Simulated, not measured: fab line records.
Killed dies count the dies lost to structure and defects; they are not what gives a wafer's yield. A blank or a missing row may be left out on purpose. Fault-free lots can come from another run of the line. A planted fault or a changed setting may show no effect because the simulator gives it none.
Matching of chambers :: flow sfq_line :: 4 sister chambers for SFQ_TRILAYER_I6_VIA_BARC_OPEN_VIA_ETCH_235 on rie_diel-04
The step etches BARC in O2, target depth 125 nm, time 41.7 s. 8 wafers are shown with their chamber, then 7 later ones without.

WAFERS PAIRED WITH THEIR CHAMBERS
wafer: L957.6
chamber: 0
run_length_s (s): 69.6
rf_fwd_power_W (W): 493.2

wafer: L958.1
chamber: 3
run_length_s (s): 69.8
rf_fwd_power_W (W): 493.2

wafer: L960.5
chamber: 0
run_length_s (s): 69.7
rf_fwd_power_W (W): 494.9

wafer: L963.2
chamber: 3
run_length_s (s): 69.8
rf_fwd_power_W (W): 490.3

wafer: L963.4
chamber: 1
run_length_s (s): 70.4
rf_fwd_power_W (W): 493.1

wafer: L963.6
chamber: 2
run_length_s (s): 69.2
rf_fwd_power_W (W): 495.8

wafer: L965.2
chamber: 1
run_length_s (s): 70.4
rf_fwd_power_W (W): 495.4

wafer: L965.4
chamber: 2
run_length_s (s): 69.4
rf_fwd_power_W (W): 495.8

WAFERS WHOSE CHAMBER IS MISSING
wafer: L965.5
run_length_s (s): 69.5
rf_fwd_power_W (W): 496.0

wafer: L967.1
run_length_s (s): 70.2
rf_fwd_power_W (W): 497.2

wafer: L967.2
run_length_s (s): 70.1
rf_fwd_power_W (W): 493.1

wafer: L967.4
run_length_s (s): 70.2
rf_fwd_power_W (W): 494.6

wafer: L978.2
run_length_s (s): 69.4
rf_fwd_power_W (W): 494.7

wafer: L978.4
run_length_s (s): 70.3
rf_fwd_power_W (W): 495.3

wafer: L978.6
run_length_s (s): 69.3
rf_fwd_power_W (W): 495.2

WHICH CHAMBER EACH WENT THROUGH
wafer: L965.5
from the rows above: can't be placed: 0 or 2
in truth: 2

wafer: L967.1
from the rows above: 1
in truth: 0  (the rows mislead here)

wafer: L967.2
from the rows above: can't be placed: 1 or 3 or 0
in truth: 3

wafer: L967.4
from the rows above: 1
in truth: 1

wafer: L978.2
from the rows above: can't be placed: 2 or 0
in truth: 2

wafer: L978.4
from the rows above: 1
in truth: 1

wafer: L978.6
from the rows above: 2
in truth: 2
3 of 7 placed correctly. Cannot be placed on the basis of these rows: 3; the candidates contain the true chamber in 3. Wrongly placed: 1.
How it was worked out, from the rows above alone: a wafer's distance from a chamber is the root of the sum, over the readings, of the square of ((its reading less the chamber's mean) divided by the reading's scatter). If the next closest chamber is less than 2 further off than the closest, the wafer can't be placed; otherwise it belongs to the closest. Each chamber's mean is taken over the wafers shown for it. How the scatter is found: for the shown wafers, subtract from each reading the mean of its chamber, square and add these, divide the total by (wafers less chambers), then take the root.
